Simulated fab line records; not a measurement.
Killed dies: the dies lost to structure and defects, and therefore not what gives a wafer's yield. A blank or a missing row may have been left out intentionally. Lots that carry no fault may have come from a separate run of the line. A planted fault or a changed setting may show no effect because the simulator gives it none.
Commonality check across tools ; flow gf180mcu ; Sampled: 13 lots, 39 wafers

WHY IT WAS OPENED
At GF_MVPSD_OVL_MEAS_07 the reading MVPSD_OVL is flagged on 2 of 13 lots. No-fault wafers: 0.5 nm, standard deviation 1.3.
Rule: a lot is flagged when every wafer of it that has a number lies more than 4 standard deviations from that mean, or none has a number. The rest of the lots are taken to be sound.

lot;measured;on;MVPSD_OVL (nm), wafer by wafer;flag
L435;day 5 01:44;overlay-02;0.3 0.4 2.2;
L438;day 5 17:28;overlay-02;-0.2 -1.9 0.6;
L439;day 6 00:23;overlay-02;1.9 2.2 0.6;
L441;day 6 19:05;overlay-02;-1.0 0.7 0.0;
L442;day 6 19:07;overlay-01;-0.5 -2.2 -1.6;
L443;day 7 00:34;overlay-01;2.5 0.0 -0.4;
L444;day 7 05:34;overlay-01;1.0 2.6 0.1;
L447;day 8 01:16;overlay-02;3.0 2.3 2.4;
L449;day 8 13:12;overlay-02;1.5 0.0 0.6;
L455;day 10 00:16;overlay-01;-128.5 -125.3 -128.1;FLAGGED
L456;day 10 05:55;overlay-02;-128.8 -128.8 -129.1;FLAGGED
L457;day 10 11:20;overlay-01;-1.4 0.5 0.3;
L458;day 10 17:56;overlay-01;1.8 0.4 0.1;
The mean of the flagged lots' numbers is -128.1 nm, -128.6 nm from the usual (-99 standard deviations).

WHICH TOOL EACH LOT WENT THROUGH
2 process steps preceding the reading are held in the record, out of 602 steps in the route. Every cell lists first the tool, next ch and the chambers used by the sampled wafers, and last the start.
lot;flag;GF_STI_CMP_25;GF_MVPSD_EXPOSE_04
L435;;cmp-01 ch 1,2,3, day 2 03:55;iline stepper-01 ch 0, day 4 18:46
L438;;cmp-01 ch 2,3, day 2 19:17;iline stepper-01 ch 0, day 5 10:27
L439;;cmp-02 ch 0,2,3, day 3 00:27;iline stepper-02 ch 0, day 5 17:18
L441;;cmp-02 ch 1,2, day 3 14:02;iline stepper-01 ch 0, day 6 11:39
L442;;cmp-01 ch 1,2,3, day 3 17:02;iline stepper-02 ch 0, day 6 11:53
L443;;cmp-01 ch 1,2, day 3 20:46;iline stepper-01 ch 0, day 6 17:00
L444;;cmp-01 ch 0,1,2, day 4 02:14;iline stepper-01 ch 0, day 6 22:19
L447;;cmp-01 ch 1,2,3, day 4 17:50;iline stepper-01 ch 0, day 7 17:14
L449;;cmp-02 ch 1,2, day 5 05:28;iline stepper-02 ch 0, day 8 05:00
L455;FLAGGED;cmp-01 ch 1,2, day 6 10:33;iline stepper-01 ch 0, day 9 15:52
L456;FLAGGED;cmp-02 ch 0,1,3, day 6 15:39;iline stepper-01 ch 0, day 9 21:25
L457;;cmp-01 ch 1,2,3, day 6 20:47;iline stepper-02 ch 0, day 10 02:49
L458;;cmp-01 ch 0,1,3, day 7 01:57;iline stepper-02 ch 0, day 10 09:02
These steps, and what they do:
- GF_STI_CMP_25: polishes, stops on Si3N4, t overpolish 33 s, target thk 524.6 nm.
- GF_MVPSD_EXPOSE_04: exposes mask MVPSD, target cd 1000 nm.
- GF_MVPSD_OVL_MEAS_07

FLAGGED AGAINST TOTAL, ONE TOOL AT A TIME (gauges that did the reading follow at the end)
step;tool;lots run;flagged;share of the flagged lots;sound lots run after its first flagged lot
GF_STI_CMP_25;cmp-01;9;1;some;2 (L457,L458)
GF_STI_CMP_25;cmp-02;4;1;some;0
GF_MVPSD_EXPOSE_04;iline stepper-01;8;2;all;0
GF_MVPSD_EXPOSE_04;iline stepper-02;5;0;none;-
GF_MVPSD_OVL_MEAS_07;overlay-01;6;1;some;2 (L457,L458)
GF_MVPSD_OVL_MEAS_07;overlay-02;7;1;some;0

WHAT IS ALLOWED BY THE TABLE
1 row of the table ran every flagged lot: iline stepper-01 at GF_MVPSD_EXPOSE_04.
- iline stepper-01 at GF_MVPSD_EXPOSE_04: 2 of its 8 lots flagged. It ran its last sound lot, L447, at day 7 17:14 and its first flagged lot, L455, at day 9 15:52: a fault with its onset between the two fits.
iline stepper-01 at GF_MVPSD_EXPOSE_04 is the single tool remaining.

WHAT THE SIMULATOR PUT IN
Scanner matching overlay: iline stepper-01, from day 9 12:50 on, at GF_MVPSD_EXPOSE_04. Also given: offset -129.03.
Struck lots among those shown: L455, L456. The rule given above showed the same thing.
